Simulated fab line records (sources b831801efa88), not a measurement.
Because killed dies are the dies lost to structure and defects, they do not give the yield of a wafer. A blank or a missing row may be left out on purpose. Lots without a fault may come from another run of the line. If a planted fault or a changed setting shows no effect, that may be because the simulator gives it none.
Matching of chambers / flow gf180mcu / cmp-01 running GF_V1_CMP_04: 4 sister chambers
The step polishes SiO2. 4 wafers are shown with their chamber, then 6 later ones without.

== WAFERS PAIRED WITH THEIR CHAMBERS ==
wafer=L781.6; chamber=2; motor_current_A (A)=12.0
wafer=L784.4; chamber=0; motor_current_A (A)=14.8
wafer=L787.3; chamber=3; motor_current_A (A)=15.1
wafer=L787.4; chamber=1; motor_current_A (A)=12.1

== WAFERS WITHOUT THEIR CHAMBER ==
wafer=L787.6; motor_current_A (A)=14.6
wafer=L790.1; motor_current_A (A)=11.6
wafer=L790.3; motor_current_A (A)=11.3
wafer=L790.4; motor_current_A (A)=13.5
wafer=L793.2; motor_current_A (A)=13.7
wafer=L793.4; motor_current_A (A)=14.7

== WHICH CHAMBER EACH ONE RAN IN ==
wafer=L787.6; from the rows above=can't be placed: 0 or 3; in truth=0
wafer=L790.1; from the rows above=can't be placed: 2 or 1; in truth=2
wafer=L790.3; from the rows above=can't be placed: 2 or 1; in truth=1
wafer=L790.4; from the rows above=can't be placed: 0 or 1 or 2 or 3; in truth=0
wafer=L793.2; from the rows above=can't be placed: 0 or 3 or 1 or 2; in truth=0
wafer=L793.4; from the rows above=can't be placed: 0 or 3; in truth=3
Placed correctly: 0 of 6. From these rows, 6 cannot be placed; in 6 the true chamber is one of the candidates. Number placed wrongly: 0.
How it was worked out, from the rows above alone: a wafer's distance from a chamber is the root of the sum, over the readings, of the square of ((its reading less the chamber's mean) divided by the reading's scatter). The wafer belongs to the nearest chamber; if the next one is less than 2 further off, it can't be placed. The mean given for a chamber averages the wafers shown for that chamber. The scatter: root of mean squared gap, hidden wafer to nearest shown wafer, with one shown wafer a chamber.
